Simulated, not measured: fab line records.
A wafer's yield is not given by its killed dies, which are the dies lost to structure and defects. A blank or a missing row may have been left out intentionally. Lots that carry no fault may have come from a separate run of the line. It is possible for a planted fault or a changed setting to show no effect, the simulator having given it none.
fab line records	flow gf180mcu
record: lots: 12	wafers: 36	lastDay: 34
route steps=602 shown DUAL_GATE@143 M1@317 M3@410 V3@445
lots that met no fault: taken from a fault-free run of the same line
startH: the number of hours between the record's first day and the start of the first shown wafer of the lot	waitH: how many hours have passed since the lot's step before this one	" same as the row above	L1.1+2: one row covering several wafers at once	- no value, or no start given	* or withheld: withheld	< > ~ a bound
route shown NAME@n: names a module that has steps shown in the file, with the first one's number in the route	usual: mean and standard deviation over wafers with no fault	same: alike in all rows	chamber/n: place in a boat	sites: each site's reading	_std_site: standard deviation across them	_edge_site: outer sites' mean less inner sites'	radiusMm: for every site, how far away it sits from the centre of the wafer	mask NAME#n: copy n	behind: the last tool/chamber to shape the wafer	hold: why the lot was held/for how many hours/how that ended	device: whichever transistor did not switch (one of n, p or np)	end of line: tests run on the same wafers once the route is complete	for a step that has no rows: nothing shown but its recipe	killed: count of dies lost to structure and defects at first sort (not the wafer's yield)	map: a wafer's dies, x killed, . not, _ none there
set.NAME: setting as actually run; set.NAME@STEP: the setting as run at that earlier step	model.NAME: the simulator's own value behind a step, which no gauge read
a sample of lots followed through the steps of the route, with each step as a table and each wafer as a row
services: the hour from which a tool's chamber was out of use, counted from the record's first day as startH (under 0 if before that day), plus the number of hours and why
== steps ==
step: GF_DUAL_GATE_OXIDATION_02
recipe: tempC: 900	ambient: O2	stabiliseS: 600	purgeS: 300	targetThkA: 108.87	oxTimeS: 1602
usual: oxTimeS: 1602/0	zonePowerLowerPct: 15.8/0.62
lot.wafer	tool	chamber	startH	waitH	oxTimeS	zonePowerLowerPct
L772.2	furnace-01	0	167.27	0.6	1602	15.0
L772.3	"	0	"	"	1602	15.1
L772.4	"	0	"	"	1602	15.1
L773.2	furnace-01	0	171.67	1.9	1602	15.1
L773.4	"	0	"	"	1602	15.1
L773.6	"	0	"	"	1602	15.1
L775.2	furnace-02	0	186.65	1.7	1602	16.3
L775.4	"	0	"	"	1602	16.7
L775.5	"	0	"	"	1602	16.7
L777.3	furnace-01	0	196.70	0.7	1602	15.4
L777.5	"	0	"	"	1602	15.1
L777.6	"	0	"	"	1602	15.3
L778.2	furnace-02	0	208.32	0.0	1602	16.3
L778.3	"	0	"	"	1602	16.5
L778.6	"	0	"	"	1602	16.5
L779.3	furnace-01	0	215.08	1.8	1602	15.5
L779.4	"	0	"	"	1602	15.1
L779.6	"	0	"	"	1602	15.1
L780.3	furnace-02	0	221.58	0.0	1922.4	16.3
L780.4	"	0	"	"	1922.4	16.5
L780.5	"	0	"	"	1922.4	16.3
L781.2	furnace-02	0	226.64	0.0	1922.4	16.2
L781.5	"	0	"	"	1922.4	16.4
L781.6	"	0	"	"	1922.4	16.4
L782.2	furnace-01	0	232.24	0.0	1602	15.2
L782.3	"	0	"	"	1602	15.1
L782.5	"	0	"	"	1602	15.1
L791.2	furnace-01	0	289.71	0.0	1602	15.1
L791.3	"	0	"	"	1602	15.4
L791.4	"	0	"	"	1602	15.3
L792.1	furnace-02	0	314.08	0.0	1602	16.2
L792.2	"	0	"	"	1602	16.4
L792.6	"	0	"	"	1602	16.5
L794.1	furnace-02	0	318.41	0.0	1602	16.6
L794.2	"	0	"	"	1602	16.6
L794.3	"	0	"	"	1602	16.5
step: GF_DUAL_GATE_THK_MEAS_03
recipe: reads: SiO2_of_DUAL_GATE_OXIDATION_02
usual: DUAL_GATE_OXIDATION_00_THK: 10.91/0.19
lot.wafer	tool	chamber	startH	waitH	DUAL_GATE_OXIDATION_00_THK[nm]
L772.2	filmMetro-03	-	168.73	0.0	11.00
L772.3	"	-	"	"	11.06
L772.4	"	-	"	"	11.18
L773.2	filmMetro-01	-	173.12	0.0	11.09
L773.4	"	-	"	"	11.32
L773.6	"	-	"	"	11.05
L775.2	filmMetro-01	-	188.10	0.0	10.96
L775.4	"	-	"	"	10.70
L775.5	"	-	"	"	10.98
L777.3	filmMetro-03	-	198.17	0.0	11.17
L777.5	"	-	"	"	11.27
L777.6	"	-	"	"	10.84
L778.2	filmMetro-03	-	209.78	0.0	11.31
L778.3	"	-	"	"	11.12
L778.6	"	-	"	"	11.29
L779.3	filmMetro-01	-	216.55	0.0	10.83
L779.4	"	-	"	"	11.09
L779.6	"	-	"	"	10.78
L780.3	filmMetro-03	-	223.05	0.0	12.39
L780.4	"	-	"	"	12.38
L780.5	"	-	"	"	12.25
L781.2	filmMetro-01	-	228.09	0.0	12.60
L781.5	"	-	"	"	12.76
L781.6	"	-	"	"	12.59
L782.2	filmMetro-03	-	233.70	0.0	10.80
L782.3	"	-	"	"	10.61
L782.5	"	-	"	"	10.72
L791.2	filmMetro-01	-	291.17	0.0	10.84
L791.3	"	-	"	"	10.86
L791.4	"	-	"	"	10.72
L792.1	filmMetro-01	-	315.53	0.0	10.84
L792.2	"	-	"	"	10.93
L792.6	"	-	"	"	10.76
L794.1	filmMetro-02	-	319.87	0.0	10.55
L794.2	"	-	"	"	10.85
L794.3	"	-	"	"	10.62
step: GF_M1_SPUTTER_02
recipe: material: AlCu	targetThkNm: 450	powerW: 10600	timeS: 23.9	chamberPressurePa: 0.4
usual: cathodeDcPowerW: 10600/1.8	throttleValvePct: 30.5/1.1
lot.wafer	tool	chamber	startH	waitH	cathodeDcPowerW	throttleValvePct
L772.2	pvdSputter-04	-	380.98	0.0	10601	32.2
L772.3	"	-	"	"	10601	31.1
L772.4	"	-	"	"	10603	30.9
L773.2	pvdSputter-02	-	391.49	0.0	10600	30.7
L773.4	"	-	"	"	10597	30.6
L773.6	"	-	"	"	10600	31.1
L775.2	pvdSputter-01	-	396.60	0.0	10603	30.5
L775.4	"	-	"	"	10597	30.0
L775.5	"	-	"	"	10601	30.6
L777.3	pvdSputter-01	-	415.94	0.0	10601	30.4
L777.5	"	-	"	"	10602	29.6
L777.6	"	-	"	"	10602	30.4
L778.2	pvdSputter-04	-	431.78	0.0	10604	32.1
L778.3	"	-	"	"	10598	29.9
L778.6	"	-	"	"	10601	32.0
L779.3	pvdSputter-04	-	438.61	0.0	10600	32.1
L779.4	"	-	"	"	10602	30.0
L779.6	"	-	"	"	10599	31.2
L780.3	pvdSputter-01	-	446.92	0.0	10599	30.9
L780.4	"	-	"	"	10602	29.6
L780.5	"	-	"	"	10600	29.7
L781.2	pvdSputter-02	-	460.98	0.0	10598	30.7
L781.5	"	-	"	"	10600	30.9
L781.6	"	-	"	"	10601	27.6
L782.2	pvdSputter-02	-	466.04	0.0	10603	27.4
L782.3	"	-	"	"	10601	31.2
L782.5	"	-	"	"	10599	27.5
L791.2	pvdSputter-02	-	533.99	0.0	10602	30.9
L791.3	"	-	"	"	10604	30.9
L791.4	"	-	"	"	10598	27.7
L792.1	pvdSputter-04	-	560.59	0.0	10601	29.9
L792.2	"	-	"	"	10599	31.6
L792.6	"	-	"	"	10603	32.2
L794.1	pvdSputter-01	-	566.08	0.0	10602	29.8
L794.2	"	-	"	"	10597	30.4
L794.3	"	-	"	"	10597	29.9
step: GF_M3_SPUTTER_01
recipe: material: TiN	targetThkNm: 30	powerW: 6500	timeS: 25	chamberPressurePa: 0.4
usual: cathodeDcPowerW: 6500.0/1.1	throttleValvePct: 30.4/1.2
lot.wafer	tool	chamber	startH	waitH	cathodeDcPowerW	throttleValvePct
L772.2	pvdSputter-04	-	482.16	0.1	6499.3	32.2
L772.3	"	-	"	"	6499.4	30.2
L772.4	"	-	"	"	6499.8	30.9
L773.2	pvdSputter-04	-	494.83	0.1	6499.7	31.3
L773.4	"	-	"	"	6499.7	29.9
L773.6	"	-	"	"	6501.0	30.1
L775.2	pvdSputter-04	-	500.26	0.1	6498.9	31.1
L775.4	"	-	"	"	6498.3	29.9
L775.5	"	-	"	"	6499.7	30.7
L777.3	pvdSputter-02	-	517.95	0.1	6497.1	27.7
L777.5	"	-	"	"	6498.6	27.6
L777.6	"	-	"	"	6501.0	30.8
L778.2	pvdSputter-01	-	532.89	0.1	6499.1	29.9
L778.3	"	-	"	"	6500.6	29.8
L778.6	"	-	"	"	6500.6	29.6
L779.3	pvdSputter-02	-	539.60	0.1	6499.4	30.8
L779.4	"	-	"	"	6500.2	30.9
L779.6	"	-	"	"	6499.9	28.0
L780.3	pvdSputter-02	-	548.07	0.1	6499.0	30.5
L780.4	"	-	"	"	6501.0	30.8
L780.5	"	-	"	"	6501.1	30.8
L781.2	pvdSputter-04	-	561.13	0.1	6502.2	32.2
L781.5	"	-	"	"	6498.5	32.3
L781.6	"	-	"	"	6500.4	31.6
L782.2	pvdSputter-01	-	565.61	0.1	6500.4	29.8
L782.3	"	-	"	"	6500.2	30.6
L782.5	"	-	"	"	6501.1	29.6
L791.2	pvdSputter-02	-	625.79	0.1	6500.1	30.7
L791.3	"	-	"	"	6499.1	27.9
L791.4	"	-	"	"	6499.2	30.7
L792.1	pvdSputter-02	-	653.18	0.1	6499.9	31.0
L792.2	"	-	"	"	6500.6	27.7
L792.6	"	-	"	"	6500.9	31.0
L794.1	pvdSputter-02	-	657.12	0.1	6499.7	30.8
L794.2	"	-	"	"	6496.7	30.7
L794.3	"	-	"	"	6498.6	30.6
step: GF_V3_ETCH_16
recipe: chemistry: N2/H2	targetDepthA: withheld	overetchA: withheld	timeS: withheld	target: BARC	ionEnergyEv: 200	sourceW: 500	biasW: 100	pressureMtorr: 30	n2FlowSccm: 100	h2FlowSccm: 200
usual: drypumpMotorCurrentA: 5.9/0.48	oesProductAu: 0.855/0.005	rfFwdPowerW: 495.3/1.8	throttleValvePct: 13.225/0.0091
lot.wafer	tool	chamber	startH	waitH	drypumpMotorCurrentA	oesProductAu	rfFwdPowerW	throttleValvePct
L772.2	rieDiel-02	2	530.48	0.0	6.3	0.854	496.4	13.224
L772.3	"	1	"	"	5.7	0.865	497.0	13.230
L772.4	"	0	"	"	6.1	0.853	495.4	13.234
L773.2	rieDiel-02	2	543.43	0.0	6.3	0.853	498.4	13.223
L773.4	"	2	"	"	6.3	0.860	497.4	13.234
L773.6	"	1	"	"	5.6	0.848	498.4	13.216
L775.2	rieDiel-04	1	548.56	0.0	6.0	0.853	496.4	13.214
L775.4	"	3	"	"	6.1	0.853	493.5	13.219
L775.5	"	2	"	"	6.8	0.858	497.4	13.231
L777.3	rieDiel-04	3	565.96	0.0	6.1	0.851	492.1	13.227
L777.5	"	3	"	"	6.1	0.856	490.3	13.212
L777.6	"	2	"	"	6.7	0.862	493.4	13.243
L778.2	rieDiel-02	3	578.92	0.0	6.0	0.853	494.3	13.225
L778.3	"	0	"	"	6.1	0.847	495.7	13.227
L778.6	"	1	"	"	5.6	0.852	493.4	13.218
L779.3	rieDiel-02	3	586.31	0.0	6.1	0.856	494.9	13.228
L779.4	"	0	"	"	6.1	0.847	492.9	13.240
L779.6	"	2	"	"	6.3	0.852	494.8	13.229
L780.3	rieDiel-04	2	593.83	0.0	6.7	0.857	498.3	13.234
L780.4	"	0	"	"	6.0	0.853	495.9	13.226
L780.5	"	2	"	"	6.8	0.853	497.2	13.230
L781.2	rieDiel-03	2	605.72	0.0	5.6	0.860	495.8	13.226
L781.5	"	1	"	"	5.1	0.864	493.3	13.232
L781.6	"	2	"	"	5.6	0.863	492.7	13.224
L782.2	rieDiel-03	1	610.72	0.0	5.1	0.855	495.2	13.230
L782.3	"	0	"	"	6.5	0.853	491.4	13.227
L782.5	"	0	"	"	6.5	0.853	493.9	13.216
L791.2	rieDiel-04	3	667.47	0.0	6.1	0.857	495.4	13.210
L791.3	"	0	"	"	6.0	0.844	494.2	13.240
L791.4	"	2	"	"	6.7	0.868	495.4	13.221
L792.1	rieDiel-03	3	693.07	0.0	5.1	0.859	496.4	13.228
L792.2	"	1	"	"	5.1	0.864	495.8	13.233
L792.6	"	1	"	"	5.1	0.852	495.1	13.237
L794.1	rieDiel-04	0	696.87	0.0	6.0	0.859	494.0	13.218
L794.2	"	3	"	"	6.1	0.850	495.7	13.223
L794.3	"	1	"	"	6.0	0.857	495.8	13.221
== services ==
tool	chamber	startH	hours	kind
pvdSputter-04	-	164.72	5.9	repair
pvdSputter-02	-	177.18	4.2	repair
furnace-02	-	183.31	3.3	pm
pvdSputter-04	-	196.88	1.7	repair
pvdSputter-02	-	199.44	18.5	repair
pvdSputter-02	-	228.41	0.9	repair
furnace-01	-	244.35	4.0	pm
furnace-02	-	268.97	5.1	pm
furnace-01	-	282.67	2.7	pm
pvdSputter-04	-	312.10	1.3	repair
furnace-02	-	351.62	2.9	pm
pvdSputter-04	-	352.52	1.4	repair
furnace-01	-	451.18	3.7	pm
pvdSputter-01	-	492.64	5.8	repair
pvdSputter-04	-	510.34	4.3	repair
furnace-01	-	518.53	4.1	pm
furnace-02	-	523.39	3.8	pm
furnace-02	-	550.97	3.2	pm
pvdSputter-02	-	557.98	23.9	repair
pvdSputter-01	-	571.10	2.4	repair
pvdSputter-04	-	598.99	1.2	repair
furnace-01	-	619.24	3.5	pm
pvdSputter-02	-	687.25	5.4	repair
furnace-02	-	687.58	3.5	pm
== key ==
firstSign: step: GF_DUAL_GATE_OXIDATION_02	reading: oxTimeS	direction: up	sigmas: 99+	usual: *	struck: *
effect: step: GF_DUAL_GATE_THK_MEAS_03	reading: DUAL_GATE_OXIDATION_00_THK	direction: up	sigmas: 8.3	usual: 10.91	struck: 12.49
metAt GF_DUAL_GATE_OXIDATION_02
struckLots L780,L781
testerLeftOut L780,L781
notActingAt GF_M1_SPUTTER_02,GF_M3_SPUTTER_01,GF_V3_ETCH_16
onsetBetween 208.32 221.58
fault: kind: processParameterDrift	tool: furnace-02	chamber: -	onsetH: 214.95	steps: GF_DUAL_GATE_OXIDATION_02	channel: oxTimeS	offset: *	shape: step	endH: 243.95	actsIn: *	stated: *
testerLeftOut: of these lots the tester's yield and bins aren't shown, on N5 and GAA mostly nor the transistor test; their killed dies are dies lost to structure and defects alone, not to doping, threshold or leakage, so they don't give the yield
